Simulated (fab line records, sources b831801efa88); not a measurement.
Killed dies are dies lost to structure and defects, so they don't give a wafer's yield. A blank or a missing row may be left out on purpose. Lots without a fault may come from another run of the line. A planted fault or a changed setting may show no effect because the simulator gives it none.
fab line records | flow gf180mcu
record lots=13 wafers=39 last_day=34
route steps=602 shown NWELL@46 LVPWELL@65 VT_IMPLANT@108 PSD@261
lots that met no fault: from a run of the same line without faults
start_h: hours from the record's first day to the start of the lot's first wafer shown | wait_h: hours since the lot's step before | " the same as in the row above | L1.1+2: a row that stands for several wafers | - no value, or no start given | * or withheld: withheld | < > ~ a bound
route shown NAME@n: a module of which the file shows steps, and the number in the route of the first | usual: mean/standard deviation of fault-free wafers | same: alike in all rows | chamber/n: place in a boat | sites: the reading at each site | _std_site: their standard deviation | _edge_site: outer sites' mean less inner sites' | radius_mm: how far each site lies from the wafer's centre | mask NAME#n: copy n | behind: the tool/chamber that last shaped the wafer | hold: why the lot was held/for how many hours/how that ended | device: the transistor (n, p or np) that didn't switch | end of line: the same wafers' tests at the end of the route | a step without rows: its recipe alone | killed: dies lost to structure and defects at the first sort, not the wafer's yield | map: a wafer's dies, x killed, . not, _ none there
set.NAME: the setting as run; set.NAME@STEP: as run at that earlier step | model.NAME: the simulator's own value behind a step, which no gauge read
steps of the route over a sample of lots; a table a step, a row a wafer
services: from which hour (start_h, from the record's first day; less than 0 if before it) a tool's chamber was out of use, for how many hours, and why
## steps
# step GF_NWELL_EXPOSE_04
# recipe mask_id=Nwell target_cd_nm=860 na=0.6 source_shape=conventional sigma_outer=0.6 dose_mj=260
# usual exposure_dose_mJ_cm2=260.03/0.26 stage_vel_mm_s=500.02/0.26
# columns lot.wafer tool chamber start_h wait_h mask exposure_dose_mJ_cm2 stage_vel_mm_s
L679.3 iline_stepper-02 0 48.44 - Nwell#0 260.36 500.21
L679.4 " 0 " " Nwell#0 260.13 500.01
L679.5 " 0 " " Nwell#0 260.04 500.10
L680.2 iline_stepper-01 0 52.99 - Nwell#0 260.16 500.41
L680.4 " 0 " " Nwell#0 259.81 500.39
L680.6 " 0 " " Nwell#0 259.86 500.27
L681.1 iline_stepper-02 0 60.07 - Nwell#0 260.29 499.84
L681.3 " 0 " " Nwell#0 260.11 500.17
L681.4 " 0 " " Nwell#0 260.24 500.03
L683.2 iline_stepper-01 0 69.76 - LVPWELL#0 260.03 499.85
L683.3 " 0 " " LVPWELL#0 260.16 499.86
L683.6 " 0 " " LVPWELL#0 259.81 500.12
L691.3 iline_stepper-01 0 114.26 - Nwell#0 259.96 499.82
L691.4 " 0 " " Nwell#0 259.97 499.79
L691.5 " 0 " " Nwell#0 259.81 499.91
L692.1 iline_stepper-01 0 119.04 - Nwell#0 259.97 499.98
L692.2 " 0 " " Nwell#0 260.24 499.77
L692.3 " 0 " " Nwell#0 259.55 499.59
L693.2 iline_stepper-01 0 126.16 - Nwell#0 259.64 500.20
L693.5 " 0 " " Nwell#0 259.92 500.16
L693.6 " 0 " " Nwell#0 259.58 499.79
L694.1 iline_stepper-01 0 130.69 - Nwell#0 260.44 499.48
L694.4 " 0 " " Nwell#0 259.89 499.86
L694.5 " 0 " " Nwell#0 260.92 499.65
L695.1 iline_stepper-02 0 138.61 - Nwell#0 260.15 499.84
L695.2 " 0 " " Nwell#0 260.14 499.78
L695.6 " 0 " " Nwell#0 260.12 499.84
L696.3 iline_stepper-01 0 141.66 - Nwell#0 260.05 499.71
L696.4 " 0 " " Nwell#0 260.15 500.13
L696.6 " 0 " " Nwell#0 260.09 499.90
L698.3 iline_stepper-01 0 151.30 - Nwell#0 259.66 499.77
L698.5 " 0 " " Nwell#0 259.81 499.87
L698.6 " 0 " " Nwell#0 259.77 499.62
L700.4 iline_stepper-01 0 164.51 - Nwell#0 259.47 499.80
L700.5 " 0 " " Nwell#0 259.81 499.91
L700.6 " 0 " " Nwell#0 259.78 499.71
L701.1 iline_stepper-02 0 168.36 - Nwell#0 260.08 500.23
L701.3 " 0 " " Nwell#0 260.02 499.84
L701.4 " 0 " " Nwell#0 260.08 500.19
# step GF_NWELL_OVL_MEAS_07
# usual NWELL_OVL=0.5/1.4
# columns lot.wafer tool chamber start_h wait_h NWELL_OVL[nm]
L679.3 overlay-01 - 54.45 - 1.8
L679.4 " - " " 2.5
L679.5 " - " " 1.1
L680.2 overlay-01 - 59.30 - 0.9
L680.4 " - " " 1.0
L680.6 " - " " 2.3
L681.1 overlay-01 - 66.29 - -0.4
L681.3 " - " " -1.4
L681.4 " - " " -0.5
L683.2 overlay-01 - 76.05 - -
L683.3 " - " " -
L683.6 " - " " -
L691.3 overlay-01 - 120.50 - 0.5
L691.4 " - " " -1.3
L691.5 " - " " 0.0
L692.1 overlay-01 - 126.49 - 1.1
L692.2 " - " " 0.9
L692.3 " - " " 0.7
L693.2 overlay-02 - 133.30 - 0.0
L693.5 " - " " 1.3
L693.6 " - " " 0.5
L694.1 overlay-02 - 138.25 - -0.2
L694.4 " - " " -0.7
L694.5 " - " " -1.1
L695.1 overlay-02 - 145.79 - -2.6
L695.2 " - " " -2.3
L695.6 " - " " -1.9
L696.3 overlay-01 - 149.50 - -0.5
L696.4 " - " " 1.6
L696.6 " - " " 1.3
L698.3 overlay-01 - 159.35 - -1.9
L698.5 " - " " -1.6
L698.6 " - " " -2.0
L700.4 overlay-02 - 172.45 - -1.4
L700.5 " - " " -0.1
L700.6 " - " " 0.7
L701.1 overlay-01 - 176.29 - -0.1
L701.3 " - " " 0.9
L701.4 " - " " 0.1
# step GF_NWELL_TW_MEAS_11
# usual NWELL_TW=1566/13
# columns lot.wafer tool chamber start_h wait_h NWELL_TW
L679.3 film_metro-02 - 54.90 0.1 1553
L679.4 " - " " 1551
L679.5 " - " " 1542
L680.2 film_metro-04 - 59.74 0.1 1574
L680.4 " - " " 1573
L680.6 " - " " 1570
L681.1 film_metro-01 - 66.73 0.1 1554
L681.3 " - " " 1551
L681.4 " - " " 1545
L683.2 film_metro-02 - 76.49 0.1 30
L683.3 " - " " 30
L683.6 " - " " 30
L691.3 film_metro-02 - 120.94 0.1 1568
L691.4 " - " " 1563
L691.5 " - " " 1561
L692.1 film_metro-04 - 126.92 0.1 1587
L692.2 " - " " 1583
L692.3 " - " " 1581
L693.2 film_metro-04 - 133.74 0.1 1589
L693.5 " - " " 1588
L693.6 " - " " 1583
L694.1 film_metro-01 - 138.68 0.1 1546
L694.4 " - " " 1548
L694.5 " - " " 1546
L695.1 film_metro-02 - 146.22 0.1 1566
L695.2 " - " " 1548
L695.6 " - " " 1553
L696.3 film_metro-02 - 149.94 0.1 1554
L696.4 " - " " 1555
L696.6 " - " " 1559
L698.3 film_metro-04 - 159.79 0.1 1577
L698.5 " - " " 1583
L698.6 " - " " 1581
L700.4 film_metro-04 - 172.90 0.1 1572
L700.5 " - " " 1565
L700.6 " - " " 1571
L701.1 film_metro-04 - 176.72 0.1 1574
L701.3 " - " " 1564
L701.4 " - " " 1574
# step GF_LVPWELL_TW_MEAS_11
# usual LVPWELL_TW=555/4.1
# columns lot.wafer tool chamber start_h wait_h LVPWELL_TW
L679.3 film_metro-01 - 67.87 0.1 550
L679.4 " - " " 553
L679.5 " - " " 549
L680.2 film_metro-02 - 73.24 0.1 555
L680.4 " - " " 556
L680.6 " - " " 558
L681.1 film_metro-02 - 80.35 0.1 558
L681.3 " - " " 557
L681.4 " - " " 558
L683.2 film_metro-01 - 90.14 0.1 1562
L683.3 " - " " 1574
L683.6 " - " " 1574
L691.3 film_metro-01 - 136.05 0.1 551
L691.4 " - " " 552
L691.5 " - " " 554
L692.1 film_metro-01 - 141.95 0.1 551
L692.2 " - " " 551
L692.3 " - " " 552
L693.2 film_metro-04 - 149.31 0.1 563
L693.5 " - " " 560
L693.6 " - " " 559
L694.1 film_metro-02 - 154.37 0.1 553
L694.4 " - " " 552
L694.5 " - " " 554
L695.1 film_metro-02 - 162.37 0.1 554
L695.2 " - " " 556
L695.6 " - " " 554
L696.3 film_metro-01 - 165.79 0.1 554
L696.4 " - " " 555
L696.6 " - " " 555
L698.3 film_metro-01 - 175.80 0.1 552
L698.5 " - " " 551
L698.6 " - " " 551
L700.4 film_metro-02 - 189.43 0.1 551
L700.5 " - " " 555
L700.6 " - " " 557
L701.1 film_metro-04 - 192.45 0.1 562
L701.3 " - " " 564
L701.4 " - " " 564
# step GF_VT_IMPLANT_OVL_MEAS_18
# usual VT_IMPLANT_01_OVL=-1.0/1.1
# columns lot.wafer tool chamber start_h wait_h VT_IMPLANT_01_OVL[nm]
L679.3 overlay-01 - 124.70 0.1 -2.4
L679.4 " - " " -1.1
L679.5 " - " " -1.2
L680.2 overlay-02 - 131.20 0.1 -2.5
L680.4 " - " " -1.4
L680.6 " - " " -2.0
L681.1 overlay-02 - 139.59 0.1 0.3
L681.3 " - " " 0.2
L681.4 " - " " -0.4
L683.2 overlay-02 - 149.14 0.1 -0.2
L683.3 " - " " -0.8
L683.6 " - " " -0.9
L691.3 overlay-01 - 199.15 0.1 -0.9
L691.4 " - " " -0.6
L691.5 " - " " -1.2
L692.1 overlay-01 - 206.39 0.1 -1.9
L692.2 " - " " -3.1
L692.3 " - " " -1.7
L693.2 overlay-01 - 215.35 0.1 0.2
L693.5 " - " " -0.9
L693.6 " - " " -1.5
L694.1 overlay-01 - 220.84 0.1 -2.4
L694.4 " - " " -2.9
L694.5 " - " " -2.7
L695.1 overlay-02 - 229.59 0.1 -1.2
L695.2 " - " " -3.1
L695.6 " - " " -0.6
L696.3 overlay-01 - 232.35 0.1 1.6
L696.4 " - " " -0.2
L696.6 " - " " 0.4
L698.3 overlay-02 - 244.20 0.1 -2.4
L698.5 " - " " -1.0
L698.6 " - " " -0.2
L700.4 overlay-01 - 260.95 0.1 -0.7
L700.5 " - " " 0.6
L700.6 " - " " 1.1
L701.1 overlay-02 - 264.79 0.1 -2.1
L701.3 " - " " -1.7
L701.4 " - " " -2.1
# step GF_PSD_RTA_13
# recipe temp_c=1025 time_s=20 ambient=N2
# usual anneal_temp_c_max=1029.0/0.87 lamp_power_pct=35/3.7 wafer_temp_C_max=1028.5/0.75
# columns lot.wafer tool chamber start_h wait_h anneal_temp_c_max lamp_power_pct wafer_temp_C_max
L679.3 rtp_anneal-01 0 322.73 0.0 1029.5 33 1027.8
L679.4 " 0 " " 1028.8 33 1028.1
L679.5 " 0 " " 1030.8 33 1028.6
L680.2 rtp_anneal-01 0 329.92 0.0 1029.1 33 1027.5
L680.4 " 0 " " 1029.8 33 1028.8
L680.6 " 0 " " 1029.1 33 1028.4
L681.1 rtp_anneal-02 0 343.16 0.0 1028.1 40 1028.5
L681.3 " 0 " " 1028.1 40 1029.6
L681.4 " 0 " " 1027.3 40 1028.5
L683.2 rtp_anneal-02 0 351.97 0.0 1028.8 40 1027.5
L683.3 " 0 " " 1027.9 40 1027.4
L683.6 " 0 " " 1027.4 40 1028.7
L691.3 rtp_anneal-01 0 420.23 0.0 1030.3 33 1028.9
L691.4 " 0 " " 1028.8 33 1027.8
L691.5 " 0 " " 1029.3 33 1027.4
L692.1 rtp_anneal-01 0 430.30 0.0 1029.7 33 1027.9
L692.2 " 0 " " 1029.0 33 1029.2
L692.3 " 0 " " 1028.6 33 1027.1
L693.2 rtp_anneal-02 0 437.77 0.0 1029.0 40 1028.6
L693.5 " 0 " " 1028.0 40 1028.2
L693.6 " 0 " " 1028.0 40 1029.8
L694.1 rtp_anneal-02 0 446.10 0.0 1029.1 40 1027.1
L694.4 " 0 " " 1028.6 40 1028.5
L694.5 " 0 " " 1027.7 40 1029.0
L695.1 rtp_anneal-02 0 456.60 0.0 1028.6 40 1027.9
L695.2 " 0 " " 1027.9 40 1028.0
L695.6 " 0 " " 1028.2 40 1029.2
L696.3 rtp_anneal-02 0 462.75 0.1 1028.6 40 1029.5
L696.4 " 0 " " 1029.0 40 1029.2
L696.6 " 0 " " 1030.2 40 1028.5
L698.3 rtp_anneal-01 0 476.15 0.0 1028.8 33 1028.2
L698.5 " 0 " " 1030.6 33 1028.6
L698.6 " 0 " " 1028.7 33 1027.6
L700.4 rtp_anneal-01 0 497.35 0.0 1029.1 33 1028.0
L700.5 " 0 " " 1028.2 33 1027.8
L700.6 " 0 " " 1029.4 33 1028.8
L701.1 rtp_anneal-02 0 499.18 0.0 1028.1 40 1028.2
L701.3 " 0 " " 1027.8 40 1028.7
L701.4 " 0 " " 1027.8 40 1028.8
# step GF_PSD_RS_MEAS_15
# recipe thk_meas_gauge=four-point-probe
# usual PSD_RS=108.54/0.25
# columns lot.wafer tool chamber start_h wait_h PSD_RS[ohm/sq]
L679.3 film_metro-01 - 322.94 0.1 108.65
L679.4 " - " " 108.30
L679.5 " - " " 108.88
L680.2 film_metro-02 - 330.13 0.1 108.54
L680.4 " - " " 108.59
L680.6 " - " " 108.40
L681.1 film_metro-03 - 343.36 0.1 108.80
L681.3 " - " " 108.24
L681.4 " - " " 108.81
L683.2 film_metro-01 - 352.18 0.1 108.37
L683.3 " - " " 108.21
L683.6 " - " " 108.35
L691.3 film_metro-01 - 420.44 0.1 108.13
L691.4 " - " " 108.35
L691.5 " - " " 107.87
L692.1 film_metro-03 - 430.51 0.1 108.70
L692.2 " - " " 108.63
L692.3 " - " " 108.70
L693.2 film_metro-01 - 437.98 0.1 108.47
L693.5 " - " " 108.70
L693.6 " - " " 108.81
L694.1 film_metro-01 - 446.38 0.1 108.17
L694.4 " - " " 108.77
L694.5 " - " " 108.37
L695.1 film_metro-03 - 456.89 0.1 108.62
L695.2 " - " " 109.12
L695.6 " - " " 108.88
L696.3 film_metro-03 - 463.02 0.1 108.59
L696.4 " - " " 108.62
L696.6 " - " " 108.30
L698.3 film_metro-01 - 476.37 0.1 108.23
L698.5 " - " " 108.10
L698.6 " - " " 108.44
L700.4 film_metro-02 - 497.57 0.1 108.66
L700.5 " - " " 108.55
L700.6 " - " " 108.56
L701.1 film_metro-01 - 499.46 0.1 108.27
L701.3 " - " " 108.65
L701.4 " - " " 109.03
## services
# columns tool chamber start_h hours kind
iline_stepper-02 - 26.36 4.3 repair
iline_stepper-01 - 49.70 1.7 pm
rtp_anneal-01 - 219.11 53.5 pm
iline_stepper-02 - 242.62 1.7 pm
iline_stepper-01 - 267.93 1.7 pm
iline_stepper-02 - 271.72 4.3 pm
iline_stepper-02 - 289.13 2.7 repair
iline_stepper-02 - 326.64 2.1 pm
iline_stepper-02 - 328.72 - consumable_replace:lamp
iline_stepper-01 - 427.63 4.4 pm
iline_stepper-02 - 443.78 2.7 repair
iline_stepper-02 - 460.80 1.7 pm
iline_stepper-02 - 482.60 4.4 pm
iline_stepper-01 - 487.05 1.7 pm
## key
first_sign step=GF_NWELL_EXPOSE_04 reading=mask direction=changed
effect step=GF_NWELL_OVL_MEAS_07 reading=NWELL_OVL direction=missing
effect step=GF_NWELL_TW_MEAS_11 reading=NWELL_TW direction=down sigmas=99+ usual=1566 struck=30
effect step=GF_LVPWELL_TW_MEAS_11 reading=LVPWELL_TW direction=up sigmas=99+ usual=555 struck=1570
met_at GF_NWELL_EXPOSE_04
struck_lots L683
sort_left_out L683.2,L683.3,L683.6
tester_left_out L683
not_acting_at GF_VT_IMPLANT_OVL_MEAS_18,GF_PSD_RTA_13,GF_PSD_RS_MEAS_15
onset_between 52.99 69.76
fault kind=wrong_mask tool=any chamber=- onset_h=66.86 steps=GF_NWELL_EXPOSE_04 aux_copy=LVPWELL#0 scope=struck_lots_only
# tester_left_out: of these lots the tester's yield and bins aren't shown, on N5 and GAA mostly nor the transistor test; their killed dies are dies lost to structure and defects alone, not to doping, threshold or leakage, so they don't give the yield
# sort_left_out: the simulated sort isn't trusted on such a fault, so these wafers' sort isn't shown, and their yield isn't known
